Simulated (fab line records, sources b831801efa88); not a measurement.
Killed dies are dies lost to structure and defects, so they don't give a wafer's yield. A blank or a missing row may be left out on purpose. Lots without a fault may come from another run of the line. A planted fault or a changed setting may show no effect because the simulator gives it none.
fab line records | flow sky130
record lots=13 wafers=39 last_day=51
route steps=708 shown SONOS_ONO@169 LDD_LDN@299 LOCAL_INTERCONNECT@388
lots that met no fault: from a run of the same line without faults
start_h: hours from the record's first day to the start of the lot's first wafer shown | wait_h: hours since the lot's step before | " the same as in the row above | L1.1+2: a row that stands for several wafers | - no value, or no start given | * or withheld: withheld | < > ~ a bound
route shown NAME@n: a module of which the file shows steps, and the number in the route of the first | usual: mean/standard deviation of fault-free wafers | same: alike in all rows | chamber/n: place in a boat | sites: the reading at each site | _std_site: their standard deviation | _edge_site: outer sites' mean less inner sites' | radius_mm: how far each site lies from the wafer's centre | mask NAME#n: copy n | behind: the tool/chamber that last shaped the wafer | hold: why the lot was held/for how many hours/how that ended | device: the transistor (n, p or np) that didn't switch | end of line: the same wafers' tests at the end of the route | a step without rows: its recipe alone | killed: dies lost to structure and defects at the first sort, not the wafer's yield | map: a wafer's dies, x killed, . not, _ none there
set.NAME: the setting as run; set.NAME@STEP: as run at that earlier step | model.NAME: the simulator's own value behind a step, which no gauge read
steps of the route over a sample of lots; a table a step, a row a wafer
services: from which hour (start_h, from the record's first day; less than 0 if before it) a tool's chamber was out of use, for how many hours, and why
## steps
# step SKY_SONOS_ONO_THK_MEAS_01
# recipe reads=SiO2_of_SONOS_ONO_OXIDATION_00
# usual SONOS_ONO_OXIDATION_THK=2.58/0.04
# columns lot.wafer tool chamber start_h wait_h SONOS_ONO_OXIDATION_THK[nm]
L922.2 film_metro-04 - 246.89 0.0 2.65
L922.3 " - " " 2.67
L922.5 " - " " 2.59
L923.1 film_metro-02 - 263.12 0.0 2.56
L923.3 " - " " 2.57
L923.6 " - " " 2.54
L925.1 film_metro-01 - 274.81 0.0 2.58
L925.5 " - " " 2.61
L925.6 " - " " 2.55
L926.1 film_metro-02 - 283.24 0.0 2.52
L926.3 " - " " 2.52
L926.5 " - " " 2.58
L929.2 film_metro-01 - 310.57 0.0 2.59
L929.3 " - " " 2.63
L929.6 " - " " 2.55
L930.1 film_metro-01 - 316.03 0.0 2.54
L930.4 " - " " 2.54
L930.5 " - " " 2.57
L931.2 film_metro-02 - 327.99 0.0 2.59
L931.3 " - " " 2.56
L931.4 " - " " 2.55
L932.2 film_metro-01 - 332.99 0.0 2.62
L932.5 " - " " 2.58
L932.6 " - " " 2.58
L933.1 film_metro-02 - 337.85 0.0 2.54
L933.4 " - " " 2.60
L933.6 " - " " 2.51
L934.2 film_metro-02 - 346.73 0.0 2.62
L934.4 " - " " 2.64
L934.5 " - " " 2.57
L939.1 film_metro-01 - 383.79 0.0 2.56
L939.3 " - " " 2.52
L939.6 " - " " 2.58
L944.1 film_metro-04 - 424.74 0.0 2.51
L944.2 " - " " 2.55
L944.5 " - " " 2.60
L945.2 film_metro-02 - 435.79 0.0 2.57
L945.3 " - " " 2.59
L945.5 " - " " 2.60
# step SKY_LDD_LDN_IMPLANT_10
# recipe species=As energy_kev=15 dose_cm2=1.25e+13 tilt_deg=withheld rotation_deg=203
# usual rotation_deg=203.00/0.041
# columns lot.wafer tool chamber start_h wait_h rotation_deg
L922.2 implanter-03 0 510.07 0.1 202.95
L922.3 " 0 " " 202.98
L922.5 " 0 " " 203.05
L923.1 implanter-03 0 534.46 0.1 202.99
L923.3 " 0 " " 202.93
L923.6 " 0 " " 202.99
L925.1 implanter-01 0 543.94 0.1 203.03
L925.5 " 0 " " 203.08
L925.6 " 0 " " 203.00
L926.1 implanter-04 0 555.29 0.1 203.01
L926.3 " 0 " " 203.04
L926.5 " 0 " " 203.09
L930.1 implanter-04 0 592.39 0.1 203.06
L930.4 " 0 " " 202.99
L930.5 " 0 " " 203.04
L929.2 implanter-01 0 593.32 0.1 202.94
L929.3 " 0 " " 203.04
L929.6 " 0 " " 202.98
L931.2 implanter-01 0 605.97 0.1 202.99
L931.3 " 0 " " 202.98
L931.4 " 0 " " 202.96
L932.2 implanter-03 0 616.37 0.1 202.99
L932.5 " 0 " " 202.97
L932.6 " 0 " " 202.96
L933.1 implanter-03 0 619.99 0.1 202.99
L933.4 " 0 " " 202.94
L933.6 " 0 " " 203.06
L934.2 implanter-03 0 628.52 0.1 202.97
L934.4 " 0 " " 203.02
L934.5 " 0 " " 202.96
L939.1 implanter-04 0 670.99 0.1 203.00
L939.3 " 0 " " 203.10
L939.6 " 0 " " 203.01
L939.1 implanter-04 0 671.31 0.3 203.01
L939.3 " 0 " " 202.96
L939.6 " 0 " " 203.00
L944.1 implanter-01 0 703.57 0.1 203.01
L944.2 " 0 " " 202.97
L944.5 " 0 " " 203.03
L944.1 implanter-01 0 703.89 0.3 202.95
L944.2 " 0 " " 203.04
L944.5 " 0 " " 202.95
L945.2 implanter-03 0 740.07 0.1 203.01
L945.3 " 0 " " 202.99
L945.5 " 0 " " 203.00
# step SKY_LDD_LDN_TW_MEAS_13
# usual LDD_LDN_TW=1491/9.4
# columns lot.wafer tool chamber start_h wait_h LDD_LDN_TW
L922.2 film_metro-02 - 510.45 0.1 1502
L922.3 " - " " 1502
L922.5 " - " " 1506
L923.1 film_metro-01 - 534.86 0.1 1489
L923.3 " - " " 1488
L923.6 " - " " 1486
L925.1 film_metro-02 - 544.34 0.1 1507
L925.5 " - " " 1493
L925.6 " - " " 1497
L926.1 film_metro-02 - 555.69 0.1 1475
L926.3 " - " " 1478
L926.5 " - " " 1487
L930.1 film_metro-01 - 592.79 0.1 1480
L930.4 " - " " 1484
L930.5 " - " " 1485
L929.2 film_metro-04 - 593.70 0.1 1506
L929.3 " - " " 1506
L929.6 " - " " 1500
L931.2 film_metro-02 - 606.35 0.1 1480
L931.3 " - " " 1473
L931.4 " - " " 1478
L932.2 film_metro-04 - 616.75 0.1 1506
L932.5 " - " " 1500
L932.6 " - " " 1510
L933.1 film_metro-04 - 620.39 0.1 1496
L933.4 " - " " 1498
L933.6 " - " " 1495
L934.2 film_metro-01 - 628.90 0.1 1492
L934.4 " - " " 1486
L934.5 " - " " 1494
L939.1 film_metro-01 - 671.71 0.1 1585
L939.3 " - " " 1589
L939.6 " - " " 1588
L944.1 film_metro-04 - 704.29 0.1 1606
L944.2 " - " " 1606
L944.5 " - " " 1605
L945.2 film_metro-02 - 740.45 0.1 1478
L945.3 " - " " 1481
L945.5 " - " " 1490
# step SKY_LOCAL_INTERCONNECT_RS_MEAS_01
# recipe thk_meas_gauge=four-point-probe reads=TiN_of_LOCAL_INTERCONNECT_SPUTTER_00
# usual LOCAL_INTERCONNECT_TIN_RS=14.07/0.16
# columns lot.wafer tool chamber start_h wait_h LOCAL_INTERCONNECT_TIN_RS[ohm/sq]
L922.2 film_metro-03 - 665.41 0.1 14.32
L922.3 " - " " 14.12
L922.5 " - " " 14.37
L923.1 film_metro-01 - 686.90 0.0 13.72
L923.3 " - " " 13.77
L923.6 " - " " 13.85
L925.1 film_metro-01 - 695.98 0.0 14.08
L925.5 " - " " 14.14
L925.6 " - " " 14.11
L926.1 film_metro-01 - 706.24 0.0 14.04
L926.3 " - " " 14.13
L926.5 " - " " 14.20
L930.1 film_metro-01 - 738.94 0.0 14.33
L930.4 " - " " 14.07
L930.5 " - " " 14.23
L929.2 film_metro-01 - 742.03 0.1 13.90
L929.3 " - " " 13.96
L929.6 " - " " 13.93
L931.2 film_metro-03 - 755.17 0.1 13.88
L931.3 " - " " 13.91
L931.4 " - " " 14.21
L932.2 film_metro-03 - 763.49 0.1 14.11
L932.5 " - " " 14.04
L932.6 " - " " 14.16
L933.1 film_metro-01 - 766.63 0.0 14.21
L933.4 " - " " 14.18
L933.6 " - " " 14.31
L934.2 film_metro-01 - 774.34 0.1 14.05
L934.4 " - " " 14.08
L934.5 " - " " 14.23
L939.1 film_metro-04 - 811.66 0.0 13.85
L939.3 " - " " 13.93
L939.6 " - " " 13.81
L944.1 film_metro-01 - 847.66 0.0 14.29
L944.2 " - " " 14.03
L944.5 " - " " 14.21
L945.2 film_metro-01 - 877.23 0.1 13.96
L945.3 " - " " 13.79
L945.5 " - " " 13.98
# step SKY_LOCAL_INTERCONNECT_CD_MEAS_11
# recipe target_cd_nm=170
# usual cd_nm=169.8/1.7
# columns lot.wafer tool chamber start_h wait_h cd_nm
L922.2 cd_sem-02 - 693.73 - 168.9
L922.3 " - " " 168.9
L922.5 " - " " 170.1
L923.1 cd_sem-01 - 714.01 - 171.5
L923.3 " - " " 169.2
L923.6 " - " " 171.4
L925.1 cd_sem-02 - 723.70 - 172.9
L925.5 " - " " 172.5
L925.6 " - " " 171.5
L926.1 cd_sem-02 - 734.20 - 167.4
L926.3 " - " " 167.8
L926.5 " - " " 169.9
L930.1 cd_sem-01 - 766.22 - 168.2
L930.4 " - " " 169.4
L930.5 " - " " 168.7
L929.2 cd_sem-02 - 768.39 - 170.0
L929.3 " - " " 169.7
L929.6 " - " " 169.2
L931.2 cd_sem-02 - 781.44 - 168.7
L931.3 " - " " 169.7
L931.4 " - " " 169.4
L932.2 cd_sem-02 - 790.14 - 169.6
L932.5 " - " " 169.6
L932.6 " - " " 169.2
L933.1 cd_sem-02 - 792.97 - 171.2
L933.4 " - " " 169.3
L933.6 " - " " 169.9
L934.2 cd_sem-02 - 801.14 - 171.8
L934.4 " - " " 170.5
L934.5 " - " " 170.5
L939.1 cd_sem-01 - 838.31 - 165.1
L939.3 " - " " 166.7
L939.6 " - " " 165.9
L944.1 cd_sem-02 - 873.41 - 172.6
L944.2 " - " " 172.5
L944.5 " - " " 172.4
L945.2 cd_sem-02 - 902.09 - 171.8
L945.3 " - " " 172.1
L945.5 " - " " 170.5
## services
# columns tool chamber start_h hours kind
implanter-01 - 518.75 14.1 repair
implanter-04 - 530.94 14.1 pm
implanter-03 - 537.88 3.1 pm
implanter-01 - 575.00 2.8 repair
implanter-04 - 578.27 4.6 repair
implanter-04 - 578.28 5.1 repair
implanter-03 - 591.42 2.3 repair
implanter-01 - 619.66 4.2 pm
implanter-01 - 645.82 2.8 pm
implanter-03 - 660.38 0.5 repair
implanter-03 - 677.86 4.6 repair
implanter-03 - 680.72 6.2 repair
implanter-03 - 725.66 4.6 repair
## key
first_sign step=SKY_LDD_LDN_IMPLANT_10 reading=visit direction=added
effect step=SKY_LDD_LDN_TW_MEAS_13 reading=LDD_LDN_TW direction=up sigmas=11 usual=1491 struck=1597
met_at SKY_LDD_LDN_IMPLANT_10
struck_lots L939,L944
tester_left_out L939,L944
not_acting_at SKY_SONOS_ONO_THK_MEAS_01,SKY_LOCAL_INTERCONNECT_RS_MEAS_01,SKY_LOCAL_INTERCONNECT_CD_MEAS_11
fault kind=repeated_step_whole tool=implanter-01,implanter-03,implanter-04 chamber=- onset_h=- steps=SKY_LDD_LDN_IMPLANT_10 times=1 scope=struck_lots_only
# tester_left_out: of these lots the tester's yield and bins aren't shown, on N5 and GAA mostly nor the transistor test; their killed dies are dies lost to structure and defects alone, not to doping, threshold or leakage, so they don't give the yield
